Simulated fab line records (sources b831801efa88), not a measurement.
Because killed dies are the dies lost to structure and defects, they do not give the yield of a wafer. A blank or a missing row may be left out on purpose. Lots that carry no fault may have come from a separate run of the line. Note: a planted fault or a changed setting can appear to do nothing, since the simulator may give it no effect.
Which tool did it?    flow gf180mcu    36 wafers from 12 lots sampled at 5 of the route's 602 steps

## WHAT THE GAUGES READ, wafer by wafer
GF_CONTACT_CD_MEAS_14: target cd 220 nm.
lot   measured      on         cd nm (nm)
L476  day 16 06:37  cd sem-02  217.6 216.6 216.5
L480  day 17 20:38  cd sem-01  222.8 222.3 222.2
L482  day 18 22:54  cd sem-02  220.4 221.9 221.9
L483  day 19 05:44  cd sem-02  219.8 219.7 219.0
L491  day 21 20:54  cd sem-02  221.0 220.1 221.2
L493  day 22 10:51  cd sem-02  219.0 219.6 220.1
L494  day 22 20:23  cd sem-02  217.6 219.6 218.5
L495  day 23 07:37  cd sem-01  219.3 219.4 219.4
L496  day 23 11:10  cd sem-01  218.9 219.6 219.0
L497  day 23 17:32  cd sem-02  222.4 220.9 220.7
L498  day 24 02:08  cd sem-01  219.7 219.8 219.5
L499  day 24 09:08  cd sem-02  221.1 221.3 219.5

GF_M1_RS_MEAS_05: the measuring method here is four-point-probe.
lot   measured      on             M1_ALCU_RS (ohm/sq)
L476  day 16 08:08  film metro-01  0.0695 0.0698 0.0696
L480  day 17 22:26  film metro-02  0.0695 0.0702 0.0701
L482  day 19 00:25  film metro-02  0.0620 0.0627 0.0617
L483  day 19 07:16  film metro-01  0.0626 0.0620 0.0628
L491  day 21 22:25  film metro-02  0.0692 0.0682 0.0689
L493  day 22 12:22  film metro-04  0.0692 0.0698 0.0701
L494  day 22 21:59  film metro-02  0.0698 0.0702 0.0711
L495  day 23 09:09  film metro-04  0.0684 0.0680 0.0691
L496  day 23 12:41  film metro-02  0.0703 0.0694 0.0693
L497  day 23 19:02  film metro-02  0.0703 0.0692 0.0707
L498  day 24 03:53  film metro-02  0.0697 0.0687 0.0690
L499  day 24 10:39  film metro-02  0.0695 0.0689 0.0694

GF_M1_THK_MEAS_06: measures by xrf.
lot   measured      on             M1_ALCU_THK (nm)
L476  day 16 08:16  film metro-01  456 452 455
L480  day 17 22:34  film metro-02  459 452 451
L482  day 19 00:31  film metro-02  507 503 512
L483  day 19 07:23  film metro-01  503 509 499
L491  day 21 22:31  film metro-02  458 465 460
L493  day 22 12:29  film metro-04  457 452 449
L494  day 22 22:07  film metro-02  454 449 447
L495  day 23 09:14  film metro-04  466 465 459
L496  day 23 12:49  film metro-02  446 453 452
L497  day 23 19:08  film metro-02  450 453 443
L498  day 24 03:59  film metro-02  448 455 453
L499  day 24 10:46  film metro-02  452 458 453

## WHAT TOOL EACH LOT RAN ON (gives the tool, then ch and the chambers of the sampled wafers, and finally the start)
lot   GF_M1_SPUTTER_00              GF_M1_SPUTTER_02
L476  pvd sputter-03, day 16 07:55  pvd sputter-03, day 16 08:03
L480  pvd sputter-01, day 17 22:13  pvd sputter-01, day 17 22:21
L482  pvd sputter-01, day 19 00:10  pvd sputter-01, day 19 00:17
L483  pvd sputter-01, day 19 07:02  pvd sputter-01, day 19 07:10
L491  pvd sputter-01, day 21 22:10  pvd sputter-01, day 21 22:17
L493  pvd sputter-04, day 22 12:08  pvd sputter-04, day 22 12:16
L494  pvd sputter-01, day 22 21:46  pvd sputter-01, day 22 21:54
L495  pvd sputter-01, day 23 08:52  pvd sputter-01, day 23 09:00
L496  pvd sputter-03, day 23 12:28  pvd sputter-03, day 23 12:35
L497  pvd sputter-04, day 23 18:46  pvd sputter-04, day 23 18:53
L498  pvd sputter-04, day 24 03:40  pvd sputter-04, day 24 03:45
L499  pvd sputter-01, day 24 10:25  pvd sputter-01, day 24 10:32
- GF_M1_SPUTTER_00: material Ti, target thk 37.5 nm, time 150 s.
- GF_M1_SPUTTER_02: material AlCu, target thk 450 nm, time 23.9 s.

## WHAT THE TOOLS THEMSELVES READ (means of the sampled wafers that have a number; where no wafer has one, the mark that the record gives instead)
GF_M1_SPUTTER_00.
lot   tool            throttle valve pct (%)
L476  pvd sputter-03  31.0
L480  pvd sputter-01  29.8
L482  pvd sputter-01  30.7
L483  pvd sputter-01  30.0
L491  pvd sputter-01  30.2
L493  pvd sputter-04  29.2
L494  pvd sputter-01  29.1
L495  pvd sputter-01  30.0
L496  pvd sputter-03  31.3
L497  pvd sputter-04  29.2
L498  pvd sputter-04  29.6
L499  pvd sputter-01  29.9

GF_M1_SPUTTER_02.
lot   tool            throttle valve pct (%)
L476  pvd sputter-03  30.9
L480  pvd sputter-01  29.8
L482  pvd sputter-01  30.8
L483  pvd sputter-01  29.8
L491  pvd sputter-01  30.0
L493  pvd sputter-04  29.2
L494  pvd sputter-01  29.1
L495  pvd sputter-01  30.1
L496  pvd sputter-03  31.3
L497  pvd sputter-04  29.1
L498  pvd sputter-04  29.6
L499  pvd sputter-01  29.9

## THE ANSWER, worked out from the rows above alone
Rule: what is usual is taken from the lots themselves. Put in order of their means at a reading, lots are off if they are a third of the lots or fewer, leave a main group of 4 or more, and stand apart from it by a gap of 3 or more times the standard deviation of the main group's means; of several such gaps the widest counts. A main group whose means are all the same, to the digits that the tables above print for the reading, isn't used. Also off: a lot with no number at a reading for which 4 or more lots have one. Any other lot the step has rows for is counted as sound. Order of review: gauges by route order, followed by the tools' own readings, for which a lot's mean as printed above is used. At the first step where some lot is off, the reading lying furthest off is the one used; lots without a number count as furthest.
Off: L482, L483, seen at GF_M1_RS_MEAS_05 (M1_ALCU_RS). Mean 0.0695 ohm/sq and standard deviation 0.00055 in the main group.
A tool fits if, at a process step before that reading, it ran every lot that is off, and no sound lot after the first of them. Gauges at GF_M1_RS_MEAS_05: tried the same way as those tools. Of those tried, none fits.

## WHAT THE SIMULATOR HAD INSERTED
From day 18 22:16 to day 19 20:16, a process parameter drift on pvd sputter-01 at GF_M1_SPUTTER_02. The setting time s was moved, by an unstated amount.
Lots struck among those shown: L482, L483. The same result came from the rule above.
